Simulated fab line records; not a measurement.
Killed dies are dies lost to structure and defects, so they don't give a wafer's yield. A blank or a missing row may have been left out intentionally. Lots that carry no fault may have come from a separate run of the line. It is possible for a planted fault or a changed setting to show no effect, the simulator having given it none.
fab line records	flow sfq_line
record: lots: 6	wafers: 18	last_day: 88
route steps=325 shown M6@255 I6@266 M7@281 I7@296 M8@325
lots with no fault: from the same line, run without faults
start_h: start of the lot's first displayed wafer, in hours after the record's first day	wait_h: hours from the lot's prior step to this one	" as in the row above	L1.1+2: several wafers, shown together as one row	- no value, or no start given	* or withheld: withheld	< > ~ a bound
route shown NAME@n: NAME is a module with steps in the file, n the number in the route of the first one	usual: the fault-free wafers' mean and standard deviation	same: alike in all rows	chamber/n: place in a boat	sites: each site's reading	_std_site: the standard deviation of these	_edge_site: the outer-site mean with the inner-site mean subtracted	radius_mm: for every site, how far away it sits from the centre of the wafer	mask NAME#n: copy n	behind: the most recent tool/chamber to have shaped the wafer	hold: why the lot was held/for how many hours/how that ended	device: names the non-switching transistor (n, p or np)	end of line: the route-end tests of the same wafers	for a step that has no rows: nothing shown but its recipe	killed: count of dies lost to structure and defects at first sort (not the wafer's yield)	map: shows each die of a wafer: x if killed, . if not, _ if none is there
set.NAME: the setting that was run; set.NAME@STEP: the one run at that earlier step	model.NAME: the simulator's own value behind a step, which no gauge read
lots at selected steps of the route; one table per step, one row per wafer
services: when a tool's chamber went out of use (start_h, in hours from the record's first day, below 0 if earlier), for how many hours, and the reason
== steps ==
step: SFQ_TRILAYER_M6_LITHO_COAT_164
recipe: resist: BARC	spin_rpm: 3000	resist_thk_nm: 62
step: SFQ_TRILAYER_M6_LITHO_COAT_159
recipe: resist: KrF	spin_rpm: 3000	resist_thk_nm: 600
step: SFQ_TRILAYER_M6_LITHO_SOFTBAKE_163
recipe: temp_c: withheld	time_s: withheld	resist: KrF
step: SFQ_TRILAYER_M6_LITHO_EXPOSE_160
recipe: mask_id: M6	na: 0.6	source_shape: conventional	sigma_outer: 0.65	target_cd_nm: 500	dose_mj: 14.4
step: SFQ_TRILAYER_M6_LITHO_PEB_162
recipe: peb_temp_c: 115	peb_time_s: 60	resist: KrF
step: SFQ_TRILAYER_M6_LITHO_DEVELOP_161
recipe: time_s: 60	resist: KrF
step: SFQ_M6_OVL_MEAS_940
usual: M6_OVL: 2/5.4
lot.wafer	tool	chamber	start_h	wait_h	M6_OVL[nm]
L317.2	overlay-02	-	1799.47	0.1	2
L317.4	"	-	"	"	3
L317.6	"	-	"	"	0
L323.3	overlay-01	-	1819.87	0.1	3
L323.4	"	-	"	"	-1
L323.5	"	-	"	"	-5
L327.1	overlay-01	-	1825.86	0.1	0
L327.2	"	-	"	"	-3
L327.5	"	-	"	"	-1
L329.4	overlay-01	-	1829.48	0.1	8
L329.5	"	-	"	"	13
L329.6	"	-	"	"	10
L336.3	overlay-01	-	1907.73	0.1	2
L336.4	"	-	"	"	5
L336.6	"	-	"	"	2
L339.3	overlay-02	-	1956.95	0.1	-1
L339.4	"	-	"	"	-5
L339.6	"	-	"	"	1
step: SFQ_TRILAYER_M6_BARC_OPEN_METAL_ETCH_206
recipe: mask_material: PR	chemistry: O2	target_depth_nm: 125	target: BARC	icp_w: 600	bias_w: 80	pressure_mtorr: 10	time_s: 41.7
usual: drypump_motor_current_A: 5.9/0.32	oes_product_au: 0.685/0.0043
lot.wafer	tool	chamber	start_h	wait_h	drypump_motor_current_A	oes_product_au	rf_hours_counter_h
L317.2	rie_metal-02	1	1799.50	0.0	5.4	0.676	64
L317.4	"	1	"	"	5.4	0.683	-
L317.6	"	1	"	"	5.4	0.687	-
L323.3	rie_metal-02	0	1819.91	0.0	5.7	0.688	-
L323.4	"	1	"	"	5.4	0.685	-
L323.5	"	0	"	"	5.7	0.690	-
L327.1	rie_metal-03	1	1825.90	0.0	6.0	0.695	106
L327.2	"	0	"	"	6.4	0.687	41
L327.5	"	0	"	"	6.5	0.684	-
L329.4	rie_metal-03	0	1829.51	0.0	6.4	0.684	-
L329.5	"	1	"	"	6.0	0.678	-
L329.6	"	0	"	"	6.5	0.682	-
L336.3	rie_metal-04	1	1907.77	0.0	5.9	0.680	-
L336.4	"	0	"	"	5.8	0.681	-
L336.6	"	1	"	"	5.9	0.695	-
L339.3	rie_metal-03	0	1956.99	0.0	6.5	0.681	-
L339.4	"	1	"	"	6.0	0.681	-
L339.6	"	0	"	"	6.5	0.683	-
step: SFQ_TRILAYER_M6_ETCH_METAL_ETCH_162
recipe: target: Nb	stop_on: SiO2	mask_material: PR	chemistry: Cl2/Ar	target_depth_nm: 240	icp_w: 600	bias_w: 80	pressure_mtorr: 10	time_s: 120
step: SFQ_TRILAYER_M6_STRIP_STRIP_163
recipe: gas: O2	power_w: 200	platen_temp_c: 40	overash_fraction: 0.65	chemistry: O2	pressure_mtorr: 50
usual: drypump_motor_current_A: 5.9/0.32	oes_product_au: 1.003/0.0087
lot.wafer	tool	chamber	start_h	wait_h	drypump_motor_current_A	oes_product_au	rf_hours_counter_h
L317.2	rie_metal-02	1	1799.68	0.1	5.4	1.022	64
L317.4	"	1	"	"	5.4	1.012	-
L317.6	"	1	"	"	5.4	1.008	-
L323.3	rie_metal-02	0	1820.28	0.2	5.7	1.002	-
L323.4	"	1	"	"	5.4	1.005	-
L323.5	"	0	"	"	5.7	1.012	-
L327.1	rie_metal-03	1	1826.08	0.1	6.0	1.014	106
L327.2	"	0	"	"	6.4	1.014	41
L327.5	"	0	"	"	6.5	1.003	-
L329.4	rie_metal-03	0	1829.88	0.2	6.4	0.990	-
L329.5	"	1	"	"	6.0	1.006	-
L329.6	"	0	"	"	6.4	0.999	-
L336.3	rie_metal-04	1	1908.14	0.2	5.9	1.001	-
L336.4	"	0	"	"	5.8	1.009	-
L336.6	"	1	"	"	5.9	0.998	-
L339.3	rie_metal-03	0	1957.36	0.2	6.4	0.988	-
L339.4	"	1	"	"	6.0	0.994	-
L339.6	"	0	"	"	6.5	0.990	-
step: SFQ_TRILAYER_M6_STRIP_SOLV_CLEAN_164
recipe: chemistry: NMP	temp_c: 70	time_s: 600
step: SFQ_TRILAYER_I6_DEP_PECVD_165
recipe: material: SiO2	temp_c: 150	time_s: 111.11	pressure_torr: 2.4	rf_w: 183.3	precursor: SiH4/N2O	target_thk_nm: 500
usual: heater_power_w: 77/11	throttle_valve_pct: 24.8/1.3
lot.wafer	tool	chamber	start_h	wait_h	heater_power_w	throttle_valve_pct
L317.2	pecvd-03	0	1800.45	0.0	89	24.5
L317.4	"	2	"	"	62	27.2
L317.6	"	0	"	"	90	24.5
L323.3	pecvd-03	0	1820.89	0.0	83	24.6
L323.4	"	1	"	"	80	25.8
L323.5	"	2	"	"	70	27.2
L327.1	pecvd-02	0	1826.85	0.0	64	22.3
L327.2	"	1	"	"	48	24.6
L327.5	"	2	"	"	84	22.8
L329.4	pecvd-02	1	1830.49	0.0	56	24.9
L329.5	"	2	"	"	81	22.9
L329.6	"	0	"	"	62	22.7
L336.3	pecvd-03	1	1908.71	0.0	66	25.7
L336.4	"	0	"	"	81	24.1
L336.6	"	2	"	"	72	27.1
L339.3	pecvd-01	2	1957.93	0.0	70	24.5
L339.4	"	1	"	"	93	24.1
L339.6	"	2	"	"	74	24.5
step: SFQ_TRILAYER_I6_CMP_CMP_166
recipe: material: SiO2	down_force_psi: 3	platen_rpm: 60	pad_velocity_m_s: 0.94248
usual: motor_current_A: 10.2/1	time_to_endpoint_s: 215/6.5
lot.wafer	tool	chamber	start_h	wait_h	motor_current_A	time_to_endpoint_s	model.SiO2_of_TRILAYER_I6_DEP_PECVD_165.thk_nm
L317.4	cmp-02	2	1806.09	5.6	10.9	214	197.7
L317.2	"	3	"	"	8.7	206	199.3
L317.6	"	2	1808.09	7.6	11.1	216	199.5
L323.4	cmp-02	0	1824.92	4.0	9.8	212	199.3
L323.3	"	1	"	"	10.4	207	198.4
L323.5	"	3	1826.42	5.5	9.6	211	199
L327.2	cmp-02	1	1839.37	12.5	9.9	210	201.7
L327.1	"	3	1840.37	13.5	9.1	205	200.3
L327.5	"	1	1841.37	14.4	10.6	175	250.5
L329.4	cmp-02	3	1846.37	15.8	8.8	187	250.1
L329.5	"	1	1847.37	16.8	9.6	185	249.9
L329.6	"	2	"	"	10.6	218	200
L336.4	cmp-01	3	1909.79	1.0	11.8	210	199.5
L336.3	"	0	"	"	11.2	208	200.1
L336.6	"	1	"	"	9.0	206	199.3
L339.3	cmp-02	3	1958.51	0.5	9.1	219	200.6
L339.4	"	1	1959.51	1.5	10.8	225	201
L339.6	"	2	"	"	10.2	227	200.7
step: SFQ_I6_BOW_MEAS_941
recipe: mode: bow
usual: I6_BOW: 9/7.3
lot.wafer	tool	chamber	start_h	wait_h	I6_BOW[um]
L317.2	film_metro-01	-	1808.61	1.5	5
L317.4	"	-	"	"	5
L317.6	"	-	"	"	17
L323.3	film_metro-02	-	1827.46	1.5	12
L323.4	"	-	"	"	31
L323.5	"	-	"	"	8
L327.1	film_metro-01	-	1842.37	1.5	9
L327.2	"	-	"	"	6
L327.5	"	-	"	"	3
L329.4	film_metro-03	-	1848.43	1.6	11
L329.5	"	-	"	"	22
L329.6	"	-	"	"	22
L336.3	film_metro-03	-	1911.83	1.0	12
L336.4	"	-	"	"	14
L336.6	"	-	"	"	-1
L339.3	film_metro-02	-	1961.05	2.0	13
L339.4	"	-	"	"	20
L339.6	"	-	"	"	13
step: SFQ_TRILAYER_I6_METRO_MEASURE_167
usual: thk_nm: 200.0/0.9
lot.wafer	tool	chamber	start_h	wait_h	thk_nm
L317.2	film_metro-01	-	1808.91	0.3	199.4
L317.4	"	-	"	"	197.5
L317.6	"	-	"	"	199.6
L323.3	film_metro-02	-	1827.94	0.5	198.5
L323.4	"	-	"	"	199.3
L323.5	"	-	"	"	198.9
L327.1	film_metro-01	-	1842.49	0.1	200.5
L327.2	"	-	"	"	201.6
L327.5	"	-	"	"	250.5
L329.4	film_metro-03	-	1849.09	0.6	250.0
L329.5	"	-	"	"	250.1
L329.6	"	-	"	"	200.0
L336.3	film_metro-03	-	1912.31	0.5	200.1
L336.4	"	-	"	"	199.5
L336.6	"	-	"	"	199.2
L339.3	film_metro-02	-	1961.53	0.5	200.5
L339.4	"	-	"	"	201.1
L339.6	"	-	"	"	200.8
step: SFQ_TRILAYER_I6_VIA_LITHO_COAT_174
recipe: resist: BARC	spin_rpm: 3000	resist_thk_nm: 62
step: SFQ_TRILAYER_I6_VIA_LITHO_COAT_169
recipe: resist: KrF	spin_rpm: 3000	resist_thk_nm: 650
step: SFQ_TRILAYER_I6_VIA_LITHO_SOFTBAKE_173
recipe: temp_c: withheld	time_s: withheld	resist: KrF
step: SFQ_TRILAYER_I6_VIA_LITHO_EXPOSE_170
recipe: mask_id: I6	na: 0.6	source_shape: conventional	sigma_outer: 0.65	target_cd_nm: 700	dose_mj: 21.3
step: SFQ_TRILAYER_I6_VIA_LITHO_PEB_172
recipe: peb_temp_c: 115	peb_time_s: 60	resist: KrF
step: SFQ_TRILAYER_I6_VIA_LITHO_DEVELOP_171
recipe: time_s: 60	resist: KrF
step: SFQ_I6_OVL_MEAS_942
usual: I6_OVL: 0/4.4
lot.wafer	tool	chamber	start_h	wait_h	I6_OVL[nm]
L317.2	overlay-01	-	1814.41	0.1	0
L317.4	"	-	"	"	-3
L317.6	"	-	"	"	-5
L323.3	overlay-02	-	1833.17	0.1	-6
L323.4	"	-	"	"	2
L323.5	"	-	"	"	-2
L327.1	overlay-02	-	1847.62	0.1	6
L327.2	"	-	"	"	6
L327.5	"	-	"	"	2
L329.4	overlay-01	-	1935.75	0.1	-7
L329.5	"	-	"	"	-4
L329.6	"	-	"	"	-8
L336.3	overlay-02	-	1983.35	0.1	2
L336.4	"	-	"	"	2
L336.6	"	-	"	"	-1
L339.3	overlay-01	-	2033.42	0.1	2
L339.4	"	-	"	"	7
L339.6	"	-	"	"	12
step: SFQ_TRILAYER_I6_VIA_BARC_OPEN_VIA_ETCH_235
recipe: mask_material: PR	chemistry: O2	target_depth_nm: 125	target: BARC	source_w: 500	bias_w: 80	pressure_mtorr: 30	time_s: 41.7
usual: drypump_motor_current_A: 5.8/0.7	oes_product_au: 0.686/0.005
lot.wafer	tool	chamber	start_h	wait_h	drypump_motor_current_A	oes_product_au	rf_hours_counter_h
L317.2	rie_diel-01	1	1814.44	0.0	4.8	0.689	11
L317.4	"	0	"	"	5.3	0.698	-
L317.6	"	2	"	"	6.7	0.691	-
L323.3	rie_diel-04	3	1833.19	0.0	6.6	0.690	2
L323.4	"	2	"	"	5.5	0.687	15
L323.5	"	1	"	"	5.4	0.695	-
L327.1	rie_diel-04	2	1847.65	0.0	5.5	0.683	15
L327.2	"	0	"	"	5.4	0.685	20
L327.5	"	1	"	"	5.3	0.692	-
L329.4	rie_diel-01	0	1935.77	0.0	5.3	0.684	5
L329.5	"	1	"	"	4.7	0.682	-
L329.6	"	0	"	"	5.3	0.681	-
L336.3	rie_diel-01	0	1983.37	0.0	5.2	0.685	6
L336.4	"	2	"	"	6.7	0.676	16
L336.6	"	3	"	"	6.8	0.683	-
L339.3	rie_diel-04	3	2033.44	0.0	6.6	0.681	5
L339.4	"	0	"	"	5.4	0.681	1
L339.6	"	0	"	"	5.4	0.685	-
step: SFQ_TRILAYER_I6_VIA_ETCH_VIA_ETCH_172
recipe: target: SiO2	stop_on: Nb	mask_material: PR	taper_deg: 20	chemistry: CHF3	target_depth_nm: 260	source_w: 500	bias_w: 80	pressure_mtorr: 30	time_s: withheld
usual: drypump_motor_current_A: 5.8/0.7	oes_product_au: 0.854/0.0049
lot.wafer	tool	chamber	start_h	wait_h	drypump_motor_current_A	oes_product_au	model.I6.feature_depth_nm	model.etch.depth_nm
L317.2	rie_diel-01	1	1814.48	0.0	4.8	0.843	199.3	199.3
L317.4	"	0	"	"	5.3	0.852	197.7	197.7
L317.6	"	2	"	"	6.7	0.861	199.5	199.5
L323.3	rie_diel-04	3	1833.23	0.0	6.6	0.852	198.4	198.4
L323.4	"	2	"	"	5.5	0.855	199.3	199.3
L323.5	"	1	"	"	5.3	0.853	199	199
L327.1	rie_diel-04	2	1847.69	0.0	5.5	0.857	200.3	200.3
L327.2	"	0	"	"	5.3	0.855	201.7	201.7
L327.5	"	1	"	"	5.3	0.978	250.5	250.5
L329.4	rie_diel-01	0	1935.81	0.0	5.3	0.972	250.1	250.1
L329.5	"	1	"	"	4.7	0.971	249.9	249.9
L329.6	"	0	"	"	5.3	0.851	200	200
L336.3	rie_diel-01	0	1983.41	0.0	5.3	0.851	200.1	200.1
L336.4	"	2	"	"	6.7	0.850	199.5	199.5
L336.6	"	3	"	"	6.8	0.855	199.3	199.3
L339.3	rie_diel-04	3	2033.48	0.0	6.6	0.854	200.6	200.6
L339.4	"	0	"	"	5.3	0.859	201	201
L339.6	"	0	"	"	5.4	0.852	200.7	200.7
step: SFQ_TRILAYER_I6_VIA_STRIP_STRIP_173
recipe: gas: O2	power_w: 200	platen_temp_c: 40	overash_fraction: 0.65	chemistry: O2	pressure_mtorr: 50
step: SFQ_TRILAYER_I6_VIA_STRIP_SOLV_CLEAN_174
recipe: chemistry: NMP	temp_c: 70	time_s: 600
step: SFQ_TRILAYER_M7_DEP_PRE_CLEAN_176
recipe: gas: Ar	time_s: 22.5	bias_v: 250
lot.wafer	tool	chamber	start_h	wait_h	model.SiO2_of_TRILAYER_I6_DEP_PECVD_165.thk_nm
L317.2	pvd_sputter-05	-	1815.37	0.0	191.8
L317.4	"	-	"	"	190.2
L317.6	"	-	"	"	192
L323.3	pvd_sputter-04	-	1834.72	0.0	190.9
L323.4	"	-	"	"	191.8
L323.5	"	-	"	"	191.5
L327.1	pvd_sputter-04	-	1848.58	0.0	192.8
L327.2	"	-	"	"	194.2
L327.5	"	-	"	"	243
L329.4	pvd_sputter-06	-	1936.69	0.0	242.6
L329.5	"	-	"	"	242.4
L329.6	"	-	"	"	192.5
L336.3	pvd_sputter-05	-	1984.30	0.0	192.6
L336.4	"	-	"	"	192
L336.6	"	-	"	"	191.8
L339.3	pvd_sputter-05	-	2034.37	0.0	193.1
L339.4	"	-	"	"	193.5
L339.6	"	-	"	"	193.2
step: SFQ_TRILAYER_M7_DEP_SPUTTER_175
recipe: material: Nb	base_pressure_pa: 1.33e-06	chamber_pressure_pa: 0.1333	substrate_temp_c: 20	target_thk_nm: 200	power_w: 2000	time_s: 133.3
usual: throttle_valve_pct: 29.8/1
lot.wafer	tool	chamber	start_h	wait_h	throttle_valve_pct
L317.2	pvd_sputter-05	-	1815.40	0.0	29.1
L317.4	"	-	"	"	30.5
L317.6	"	-	"	"	30.6
L323.3	pvd_sputter-04	-	1834.75	0.0	29.6
L323.4	"	-	"	"	31.0
L323.5	"	-	"	"	27.6
L327.1	pvd_sputter-04	-	1848.61	0.0	30.4
L327.2	"	-	"	"	29.7
L327.5	"	-	"	"	30.5
L329.4	pvd_sputter-06	-	1936.72	0.0	30.6
L329.5	"	-	"	"	30.4
L329.6	"	-	"	"	31.1
L336.3	pvd_sputter-05	-	1984.33	0.0	29.2
L336.4	"	-	"	"	28.4
L336.6	"	-	"	"	30.0
L339.3	pvd_sputter-05	-	2034.40	0.0	28.5
L339.4	"	-	"	"	29.2
L339.6	"	-	"	"	30.2
step: SFQ_M7_RS_MEAS_943
recipe: thk_meas_gauge: four-point-probe	reads: Nb_of_TRILAYER_M7_DEP_SPUTTER_175
usual: M7_NB_RS: 0.885/0.01
lot.wafer	tool	chamber	start_h	wait_h	M7_NB_RS[ohm/sq]
L317.2	film_metro-04	-	1815.51	0.1	0.891
L317.4	"	-	"	"	0.908
L317.6	"	-	"	"	0.915
L323.3	film_metro-03	-	1834.88	0.1	0.885
L323.4	"	-	"	"	0.893
L323.5	"	-	"	"	0.901
L327.1	film_metro-04	-	1848.70	0.0	0.877
L327.2	"	-	"	"	0.870
L327.5	"	-	"	"	0.873
L329.4	film_metro-03	-	1936.87	0.1	0.884
L329.5	"	-	"	"	0.885
L329.6	"	-	"	"	0.891
L336.3	film_metro-03	-	1984.46	0.1	0.878
L336.4	"	-	"	"	0.888
L336.6	"	-	"	"	0.886
L339.3	film_metro-03	-	2034.54	0.1	0.888
L339.4	"	-	"	"	0.884
L339.6	"	-	"	"	0.902
step: SFQ_TRILAYER_M7_LITHO_COAT_182
recipe: resist: BARC	spin_rpm: 3000	resist_thk_nm: 62
step: SFQ_TRILAYER_M7_LITHO_COAT_177
recipe: resist: KrF	spin_rpm: 3000	resist_thk_nm: 600
step: SFQ_TRILAYER_M7_LITHO_SOFTBAKE_181
recipe: temp_c: withheld	time_s: withheld	resist: KrF
step: SFQ_TRILAYER_M7_LITHO_EXPOSE_178
recipe: mask_id: M7	na: 0.6	source_shape: conventional	sigma_outer: 0.65	target_cd_nm: 500	dose_mj: 14.4
step: SFQ_TRILAYER_M7_LITHO_PEB_180
recipe: peb_temp_c: 115	peb_time_s: 60	resist: KrF
step: SFQ_TRILAYER_M7_LITHO_DEVELOP_179
recipe: time_s: 60	resist: KrF
step: SFQ_M7_OVL_MEAS_945
usual: M7_OVL: 0/5.1
lot.wafer	tool	chamber	start_h	wait_h	M7_OVL[nm]
L317.2	overlay-02	-	1822.36	0.1	2
L317.4	"	-	"	"	-7
L317.6	"	-	"	"	-3
L323.3	overlay-01	-	1839.17	0.1	-10
L323.4	"	-	"	"	-2
L323.5	"	-	"	"	-7
L327.1	overlay-02	-	1851.22	0.1	8
L327.2	"	-	"	"	5
L327.5	"	-	"	"	4
L329.4	overlay-01	-	1945.31	0.1	1
L329.5	"	-	"	"	0
L329.6	"	-	"	"	0
L336.3	overlay-01	-	2064.62	0.1	-11
L336.4	"	-	"	"	-5
L336.6	"	-	"	"	-12
L339.3	overlay-02	-	2100.72	0.1	4
L339.4	"	-	"	"	3
L339.6	"	-	"	"	-1
step: SFQ_TRILAYER_M7_BARC_OPEN_METAL_ETCH_229
recipe: mask_material: PR	chemistry: O2	target_depth_nm: 125	target: BARC	icp_w: 600	bias_w: 80	pressure_mtorr: 10	time_s: 41.7
step: SFQ_TRILAYER_M7_ETCH_METAL_ETCH_180
recipe: target: Nb	stop_on: SiO2	mask_material: PR	chemistry: Cl2/Ar	target_depth_nm: 240	icp_w: 600	bias_w: 80	pressure_mtorr: 10	time_s: 120
step: SFQ_TRILAYER_M7_STRIP_STRIP_181
recipe: gas: O2	power_w: 200	platen_temp_c: 40	overash_fraction: 0.65	chemistry: O2	pressure_mtorr: 50
step: SFQ_TRILAYER_M7_STRIP_SOLV_CLEAN_182
recipe: chemistry: NMP	temp_c: 70	time_s: 600
step: SFQ_TRILAYER_I7_DEP_PECVD_183
recipe: material: SiO2	temp_c: 150	time_s: 111.11	pressure_torr: 2.4	rf_w: 183.3	precursor: SiH4/N2O	target_thk_nm: 500
step: SFQ_M8_BOW_MEAS_951
recipe: mode: bow
usual: M8_BOW: 9/7.9
lot.wafer	tool	chamber	start_h	wait_h	M8_BOW[um]	model.etest.i6.link_ohm
L317.2	film_metro-02	-	1994.10	0.0	6	1.887
L317.4	"	-	"	"	5	1.897
L317.6	"	-	"	"	18	1.902
L323.3	film_metro-04	-	2020.16	0.0	10	1.875
L323.4	"	-	"	"	30	1.868
L323.5	"	-	"	"	6	1.875
L327.1	film_metro-02	-	2025.67	0.0	10	1.875
L327.2	"	-	"	"	7	1.872
L327.5	"	-	"	"	2	1.901
L329.4	film_metro-02	-	2028.13	0.1	10	1.888
L329.5	"	-	"	"	20	1.893
L329.6	"	-	"	"	21	1.867
L336.3	film_metro-04	-	2077.88	0.0	17	1.835
L336.4	"	-	"	"	20	1.851
L336.6	"	-	"	"	4	1.851
L339.3	film_metro-02	-	2114.95	0.0	10	1.877
L339.4	"	-	"	"	17	1.866
L339.6	"	-	"	"	10	1.884
== services ==
tool	chamber	start_h	hours	kind
rie_diel-04	-	1776.47	2.8	pm
cmp-02	-	1786.93	1.8	repair
cmp-02	-	1791.51	2.1	repair
rie_diel-01	-	1793.11	2.8	pm
pvd_sputter-05	-	1796.49	6.5	repair
rie_diel-01	3	1797.68	2.1	repair
rie_diel-04	1	1798.58	10.6	repair
rie_diel-01	1	1800.83	5.4	repair
rie_metal-03	1	1805.26	5.1	repair
rie_diel-04	1	1821.77	6.1	repair
cmp-02	-	1830.42	5.1	pm
cmp-02	-	1868.99	17.2	repair
rie_diel-04	0	1869.73	4.6	repair
rie_diel-01	3	1870.06	10.9	repair
rie_diel-01	1	1888.55	1.8	repair
rie_metal-03	-	1892.88	0.2	repair
pvd_sputter-05	-	1911.21	3.7	repair
rie_diel-01	1	1942.32	6.1	repair
rie_diel-04	0	1982.87	3.7	repair
rie_diel-01	-	1983.96	0.4	repair
cmp-02	-	1989.94	13.0	pm
cmp-02	-	2002.91	4.2	pm
pvd_sputter-05	-	2016.23	4.3	repair
rie_metal-03	-	2028.99	1.1	repair
== key ==
first_sign: step: SFQ_TRILAYER_I6_CMP_CMP_166	reading: time_to_endpoint_s	direction: down	sigmas: 5	usual: *	struck: *
effect: step: SFQ_TRILAYER_I6_METRO_MEASURE_167	reading: thk_nm	direction: up	sigmas: 56	usual: 200.0	struck: 250.2
effect: step: SFQ_TRILAYER_I6_VIA_ETCH_VIA_ETCH_172	reading: oes_product_au	direction: up	sigmas: 24	usual: 0.854	struck: 0.974
model_effect: step: SFQ_TRILAYER_I6_CMP_CMP_166	value: SiO2_of_TRILAYER_I6_DEP_PECVD_165.thk_nm	without: 200.2	struck: 250.2
model_effect: step: SFQ_TRILAYER_I6_VIA_ETCH_VIA_ETCH_172	value: I6.feature_depth_nm	without: 200.2	struck: 250.2
model_effect: step: SFQ_TRILAYER_M7_DEP_PRE_CLEAN_176	value: SiO2_of_TRILAYER_I6_DEP_PECVD_165.thk_nm	without: 192.7	struck: 242.7
model_effect: step: SFQ_M8_BOW_MEAS_951	value: etest.i6.link_ohm	without: 1.87	struck: 1.894
met_at SFQ_TRILAYER_I6_CMP_CMP_166
struck_wafers L327.5,L329.4,L329.5
onset_between 1824.92 1839.37
fault: kind: process_parameter_drift	tool: cmp-02	chamber: -	onset_h: 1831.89	steps: SFQ_TRILAYER_I6_CMP_CMP_166	channel: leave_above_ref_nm	offset: 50	shape: step	end_h: 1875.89	scope: struck_wafers_only	acts_in: these_recipes_only	stated: 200
